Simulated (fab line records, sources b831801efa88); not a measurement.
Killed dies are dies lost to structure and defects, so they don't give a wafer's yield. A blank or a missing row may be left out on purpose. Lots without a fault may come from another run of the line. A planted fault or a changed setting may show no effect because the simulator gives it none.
Which tool did it? | flow gf180mcu | 6 lots, 18 wafers sampled, at 3 steps of a route of 602

WHAT THE GAUGES READ, wafer by wafer
GF_MVSD_OVL_MEAS_07.
lot  | measured     | on         | MVSD_OVL (nm)
L197 | day 4 19:37  | overlay-01 | 0.0 0.4 0.4
L201 | day 5 16:31  | overlay-01 | 2.1 1.4 1.0
L207 | day 7 02:10  | overlay-02 | -3.6 -2.5 -2.1
L211 | day 8 04:03  | overlay-01 | 2.0 2.0 1.6
L215 | day 9 00:31  | overlay-01 | -0.9 -0.5 -1.5
L219 | day 10 02:25 | overlay-02 | -0.9 -0.9 1.1

WHICH TOOL RAN EACH LOT (tool, then ch and the chambers of the sampled wafers, then the start)
lot  | GF_LVPWELL_COAT_02               | GF_LVPWELL_STRIP_10
L197 | litho_track-01 ch 0, day 3 22:14 | plasma_asher-01 ch 0,1, day 4 05:47
L201 | litho_track-03 ch 0, day 4 18:19 | plasma_asher-03 ch 1, day 5 01:53
L207 | litho_track-01 ch 0, day 6 03:00 | plasma_asher-01 ch 0,1, day 6 11:11
L211 | litho_track-04 ch 0, day 7 04:20 | plasma_asher-01 ch 0,1, day 7 12:26
L215 | litho_track-04 ch 0, day 7 23:11 | plasma_asher-03 ch 0,1, day 8 08:05
L219 | litho_track-04 ch 0, day 8 23:29 | plasma_asher-01 ch 0,1, day 9 08:59
- GF_LVPWELL_COAT_02: resist thk 3000 nm.
- GF_LVPWELL_STRIP_10: strips in O2/N2.

THE ANSWER, worked out from the rows above alone
Rule: what is usual is taken from the lots themselves. Put in order of their means at a reading, lots are off if they are a third of the lots or fewer, leave a main group of 4 or more, and stand apart from it by a gap of 3 or more times the standard deviation of the main group's means; of several such gaps the widest counts. A main group whose means are all the same, to the digits that the tables above print for the reading, isn't used. A lot without any number at a reading at which 4 lots or more have one is off too. The other lots that the step has rows for count as sound.
No lot is off at any reading shown: from this, nothing can be told.

WHAT THE SIMULATOR HAD PUT IN
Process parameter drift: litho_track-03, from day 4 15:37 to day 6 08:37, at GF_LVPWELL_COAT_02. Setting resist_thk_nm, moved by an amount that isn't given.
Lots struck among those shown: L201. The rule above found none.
